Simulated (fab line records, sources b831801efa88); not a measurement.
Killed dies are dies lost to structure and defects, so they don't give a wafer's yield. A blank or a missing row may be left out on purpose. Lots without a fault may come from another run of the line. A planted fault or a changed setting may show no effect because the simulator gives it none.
Which tool did it? | flow sky130 | 12 lots, 36 wafers sampled, at 4 steps of a route of 708

WHAT THE GAUGES READ, wafer by wafer
SKY_LDD_HVP_TW_MEAS_10. Usual: LDD_HVP_TW 456, standard deviation 8.3.
lot  | measured     | on            | LDD_HVP_TW  | flag
L709 | day 22 13:28 | film_metro-01 | 446 443 447 |
L710 | day 23 08:48 | film_metro-04 | 465 466 466 |
L708 | day 23 09:28 | film_metro-01 | 447 447 448 |
L712 | day 23 09:44 | film_metro-04 | 465 465 468 |
L713 | day 23 15:04 | film_metro-01 | 446 449 448 |
L715 | day 24 07:40 | film_metro-03 | 464 462 463 |
L717 | day 25 09:07 | film_metro-01 | 405 404 403 | OFF
L718 | day 25 09:25 | film_metro-01 | 403 405 402 | OFF
L719 | day 25 12:19 | film_metro-04 | 467 468 467 |
L728 | day 29 00:21 | film_metro-01 | 448 445 447 |
L729 | day 29 15:07 | film_metro-03 | 462 461 465 |
L730 | day 29 17:15 | film_metro-03 | 464 462 461 |

SKY_VIA1_THK_MEAS_01. Usual: VIA1_HDPCVD_THK 1032 nm, standard deviation 12.
lot  | measured     | on            | VIA1_HDPCVD_THK (nm) | flag
L709 | day 33 15:58 | film_metro-01 | 1030 1038 1024       |
L710 | day 34 10:39 | film_metro-01 | 1025 1033 1040       |
L708 | day 34 10:10 | film_metro-04 | 1048 1033 1016       |
L712 | day 34 11:45 | film_metro-04 | 1034 1026 1050       |
L713 | day 34 14:55 | film_metro-01 | 1025 1028 1041       |
L715 | day 35 05:01 | film_metro-02 | 1030 1051 1046       |
L717 | day 36 05:10 | film_metro-04 | 1020 1007 1006       |
L718 | day 36 03:43 | film_metro-01 | 1025 1053 1014       |
L719 | day 36 07:27 | film_metro-01 | 1033 1027 1042       |
L728 | day 39 12:27 | film_metro-04 | 1041 1033 1042       |
L729 | day 39 23:19 | film_metro-02 | 1039 1026 1033       |
L730 | day 40 03:09 | film_metro-04 | 1026 1027 1030       |

WHICH TOOL RAN EACH LOT (tool, then ch and the chambers of the sampled wafers, then the start)
lot  | SKY_LDD_HVP_IMPLANT_08          | SKY_CONTACT_CVD_24
L709 | implanter-03 ch 0, day 22 13:14 | cvd_w-02 ch 0,1, day 32 11:55
L710 | implanter-02 ch 0, day 23 08:34 | cvd_w-02 ch 0,1, day 33 06:43
L708 | implanter-03 ch 0, day 23 09:14 | cvd_w-01 ch 0,1, day 33 05:47
L712 | implanter-01 ch 0, day 23 09:29 | cvd_w-02 ch 0,1, day 33 07:53
L713 | implanter-03 ch 0, day 23 14:50 | cvd_w-01 ch 0,1, day 33 10:07
L715 | implanter-03 ch 0, day 24 07:27 | cvd_w-02 ch 0,1, day 34 00:35
L717 | implanter-03 ch 0, day 25 08:48 | cvd_w-02 ch 0,1, day 35 01:45
L718 | implanter-03 ch 0, day 25 09:03 | cvd_w-01 ch 0, day 34 23:28
L719 | implanter-01 ch 0, day 25 12:05 | cvd_w-01 ch 0,1, day 35 03:41
L728 | implanter-02 ch 0, day 29 00:07 | cvd_w-01 ch 0,1, day 38 09:10
L729 | implanter-03 ch 0, day 29 14:54 | cvd_w-01 ch 0,1, day 38 20:30
L730 | implanter-02 ch 0, day 29 17:00 | cvd_w-01 ch 0,1, day 39 00:25
- SKY_LDD_HVP_IMPLANT_08
- SKY_CONTACT_CVD_24: deposits W, target thk 340 nm, time 102.12 s.

WHAT THE TOOLS THEMSELVES READ (means of the sampled wafers that have a number; where no wafer has one, the mark that the record gives instead)
SKY_LDD_HVP_IMPLANT_08. Usual: dose_ions_cm2 1.6998e+13, standard deviation 1.7e+10; faraday_current_uA 96.1, standard deviation 1.9.
lot  | tool         | dose_ions_cm2 | faraday_current_uA | flag
L709 | implanter-03 | 1.6988e+13    | 95.9               |
L710 | implanter-02 | 1.6992e+13    | 96.2               |
L708 | implanter-03 | 1.7004e+13    | 96.3               |
L712 | implanter-01 | 1.6981e+13    | 96.3               |
L713 | implanter-03 | 1.6983e+13    | 97.1               |
L715 | implanter-03 | 1.7001e+13    | 94.6               |
L717 | implanter-03 | 1.2139e+13    | 68.1               | OFF
L718 | implanter-03 | 1.2121e+13    | 70.0               | OFF
L719 | implanter-01 | 1.7007e+13    | 95.0               |
L728 | implanter-02 | 1.7010e+13    | 96.2               |
L729 | implanter-03 | 1.7023e+13    | 95.2               |
L730 | implanter-02 | 1.7013e+13    | 96.0               |

SKY_CONTACT_CVD_24. Usual: heater_power_w 848 W, standard deviation 52.
lot  | tool     | heater_power_w (W) | flag
L709 | cvd_w-02 | 793                |
L710 | cvd_w-02 | 797                |
L708 | cvd_w-01 | 850                |
L712 | cvd_w-02 | 787                |
L713 | cvd_w-01 | 856                |
L715 | cvd_w-02 | 798                |
L717 | cvd_w-02 | 787                |
L718 | cvd_w-01 | 845                |
L719 | cvd_w-01 | 898                |
L728 | cvd_w-01 | 856                |
L729 | cvd_w-01 | 872                |
L730 | cvd_w-01 | 905                |

THE ANSWER, worked out from the rows above alone
Rule: a lot is off if the mean of its wafers that have a number lies more than 3 standard deviations from the usual mean. A lot without any number at a reading at which 4 lots or more have one is off too. The other lots that the step has rows for count as sound. The gauges are gone through in route order, then the tools' own readings, and for those a lot's mean is taken as printed above. The first step at which some lot is off is used, and at that step the reading that is off furthest; a lot without a number counts as furthest.
Off: L717, L718, at SKY_LDD_HVP_TW_MEAS_10 (LDD_HVP_TW).
A tool fits if, at a process step before that reading, it ran every lot that is off, and no sound lot after the first of them. The gauges at SKY_LDD_HVP_TW_MEAS_10 aren't tried: what is off there is off at SKY_LDD_HVP_IMPLANT_08 too, on other tools, and a gauge's error can't cause that. None of those tried fits.

WHAT THE SIMULATOR HAD PUT IN
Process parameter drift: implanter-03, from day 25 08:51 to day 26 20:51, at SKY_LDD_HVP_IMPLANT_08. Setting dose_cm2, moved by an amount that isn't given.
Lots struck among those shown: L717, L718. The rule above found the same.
